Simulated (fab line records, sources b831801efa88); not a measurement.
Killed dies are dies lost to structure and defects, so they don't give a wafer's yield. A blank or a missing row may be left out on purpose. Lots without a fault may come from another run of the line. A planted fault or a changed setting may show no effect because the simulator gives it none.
Which tool did it? | flow gf180mcu | 11 lots, 33 wafers sampled, at 4 steps of a route of 602

WHAT THE GAUGES READ, wafer by wafer
GF_STI_THK_MEAS_30.
lot  | measured    | on            | STI_OXIDATION_02_THK (nm)
L945 | day 2 06:52 | film_metro-02 | 10.01 10.19 10.01
L946 | day 2 12:13 | film_metro-02 | 10.25 10.28 10.33
L947 | day 2 15:50 | film_metro-03 | 10.20 10.21 10.18
L949 | day 3 02:58 | film_metro-03 | 10.00 9.90 10.02
L950 | day 3 08:31 | film_metro-03 | 10.06 9.95 9.99
L955 | day 4 10:37 | film_metro-03 | 10.30 10.14 10.32
L957 | day 4 20:56 | film_metro-02 | 9.93 10.08 10.07
L962 | day 5 22:35 | film_metro-01 | 9.88 9.82 9.75
L963 | day 6 02:23 | film_metro-01 | 10.19 10.13 10.08
L964 | day 6 08:24 | film_metro-02 | 9.67 9.91 9.73
L966 | day 6 18:28 | film_metro-02 | 10.15 10.14 10.04

GF_SAB_CD_MEAS_09: target cd 420 nm.
lot  | measured     | on        | cd_nm (nm)
L945 | day 15 06:25 | cd_sem-01 | 420.5 419.2 416.2
L946 | day 15 11:47 | cd_sem-02 | 418.4 417.5 416.9
L947 | day 15 19:27 | cd_sem-01 | 421.1 422.3 418.3
L949 | day 16 15:53 | cd_sem-01 | 421.1 419.6 418.7
L950 | day 17 00:53 | cd_sem-01 | 414.3 415.1 415.6
L955 | day 18 15:07 | cd_sem-02 | 416.1 414.0 414.4
L957 | day 19 10:37 | cd_sem-02 | 417.6 418.7 418.3
L962 | day 21 11:52 | cd_sem-02 | 415.0 414.3 414.4
L963 | day 21 13:49 | cd_sem-02 | 418.2 419.4
L964 | day 22 00:28 | cd_sem-01 | 418.4 420.1 418.8
L966 | day 22 14:55 | cd_sem-02 | 421.8 422.5

WHICH TOOL RAN EACH LOT (tool, then ch and the chambers of the sampled wafers, then the start)
lot  | GF_POLY_GATE_ETCH_13             | GF_POLY_GATE_STRIP_14
L945 | rie_si-01 ch 0,1, day 9 06:10    | plasma_asher-04 ch 0,1, day 9 06:13
L946 | rie_si-01 ch 0,3, day 9 13:19    | plasma_asher-03 ch 0,1, day 9 13:22
L947 | rie_si-01 ch 0,1, day 9 18:22    | plasma_asher-02 ch 0,1, day 9 18:25
L949 | rie_si-02 ch 0,2,3, day 10 09:37 | plasma_asher-02 ch 0,1, day 10 09:42
L950 | rie_si-01 ch 0,3, day 10 17:19   | plasma_asher-03 ch 0,1, day 10 17:22
L955 | rie_si-02 ch 0,2,3, day 12 00:55 | plasma_asher-02 ch 0,1, day 12 00:58
L957 | rie_si-01 ch 0,1,3, day 12 17:22 | plasma_asher-04 ch 0,1, day 12 17:27
L962 | rie_si-02 ch 0,2, day 14 08:40   | plasma_asher-04 ch 0,1, day 14 08:43
L963 | rie_si-01 ch 1,2,3, day 14 12:10 | plasma_asher-03 ch 0,1, day 14 12:13
L964 | rie_si-02 ch 0,1, day 14 21:25   | plasma_asher-02 ch 0,1, day 14 21:30
L966 | rie_si-01 ch 1,2,3, day 15 10:07 | plasma_asher-03 ch 0,1, day 15 10:10
- GF_POLY_GATE_ETCH_13: etches poly-Si in HBr/Cl2, stops on SiO2, target depth 198.5 nm, time 69.6 s.
- GF_POLY_GATE_STRIP_14: strips in O2/N2.

WHAT THE TOOLS THEMSELVES READ (means of the sampled wafers that have a number; where no wafer has one, the mark that the record gives instead)
GF_POLY_GATE_ETCH_13.
lot  | tool      | chamber_pressure_mTorr (mTorr) | drypump_motor_current_A (A) | oes_product_au (a.u.) | run_length_s (s) | throttle_valve_pct (%)
L945 | rie_si-01 | 9.999                          | 5.4                         | 1.000                 | 98.3             | 33.679
L946 | rie_si-01 | 10.000                         | 5.9                         | 1.007                 | 97.9             | 33.680
L947 | rie_si-01 | 10.005                         | 5.4                         | 0.989                 | 98.4             | 33.672
L949 | rie_si-02 | 9.997                          | 5.4                         | 0.990                 | 97.9             | 33.694
L950 | rie_si-01 | 10.001                         | 5.9                         | 0.996                 | 98.1             | 33.683
L955 | rie_si-02 | 10.003                         | 5.4                         | 0.989                 | 98.0             | 33.688
L957 | rie_si-01 | 10.004                         | 5.7                         | 0.998                 | 98.0             | 33.677
L962 | rie_si-02 | 9.997                          | 5.6                         | 0.985                 | 98.1             | 33.682
L963 | rie_si-01 | 10.005                         | 5.6                         | 0.990                 | 88.5             | 33.688
L964 | rie_si-02 | 9.999                          | 5.6                         | 0.980                 | 97.9             | 33.690
L966 | rie_si-01 | 10.001                         | 5.6                         | 1.006                 | 88.3             | 33.672

GF_POLY_GATE_STRIP_14.
lot  | tool            | chamber_pressure_mTorr (mTorr) | drypump_motor_current_A (A) | heater_power_w (W) | oes_product_au (a.u.)
L945 | plasma_asher-04 | 1498.5                         | 6.4                         | 394                | 0.510
L946 | plasma_asher-03 | 1500.0                         | 5.8                         | 371                | 0.504
L947 | plasma_asher-02 | 1498.6                         | 6.1                         | 324                | 0.503
L949 | plasma_asher-02 | 1500.6                         | 5.8                         | 361                | 0.507
L950 | plasma_asher-03 | 1498.2                         | 5.8                         | 374                | 0.496
L955 | plasma_asher-02 | 1498.5                         | 5.8                         | 360                | 0.511
L957 | plasma_asher-04 | 1499.9                         | 6.4                         | 390                | 0.503
L962 | plasma_asher-04 | 1499.6                         | 6.3                         | 354                | 0.502
L963 | plasma_asher-03 | 1499.8                         | 5.3                         | 335                | 0.508
L964 | plasma_asher-02 | 1499.4                         | 5.8                         | 357                | 0.500
L966 | plasma_asher-03 | 1499.5                         | 5.3                         | 337                | 0.506

THE ANSWER, worked out from the rows above alone
Rule: what is usual is taken from the lots themselves. Put in order of their means at a reading, lots are off if they are a third of the lots or fewer, leave a main group of 4 or more, and stand apart from it by a gap of 3 or more times the standard deviation of the main group's means; of several such gaps the widest counts. A main group whose means are all the same, to the digits that the tables above print for the reading, isn't used. A lot without any number at a reading at which 4 lots or more have one is off too. The other lots that the step has rows for count as sound. The gauges are gone through in route order, then the tools' own readings, and for those a lot's mean is taken as printed above. The first step at which some lot is off is used, and at that step the reading that is off furthest; a lot without a number counts as furthest.
Off: L963, L966, at GF_POLY_GATE_ETCH_13 (run_length_s). The main group: mean 98.1 s, standard deviation 0.17.
A tool fits if, at that step or a process step before it, it ran every lot that is off, and no sound lot after the first of them. One fits: rie_si-01 at GF_POLY_GATE_ETCH_13. Its last sound lot is L957 (day 12 17:22), its first lot that is off L963 (day 14 12:10): a fault that began between those two fits.
The tool's own readings at GF_POLY_GATE_ETCH_13 bear it out: on the lots that are off they differ by more than 5 times the standard deviation of the sound lots' means. run_length_s reads 88.4 s there against 98.1 s on the sound lots.

WHAT THE SIMULATOR HAD PUT IN
Process parameter drift: rie_si-01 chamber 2, from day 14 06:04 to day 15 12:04, at GF_POLY_GATE_ETCH_13. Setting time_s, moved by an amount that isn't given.
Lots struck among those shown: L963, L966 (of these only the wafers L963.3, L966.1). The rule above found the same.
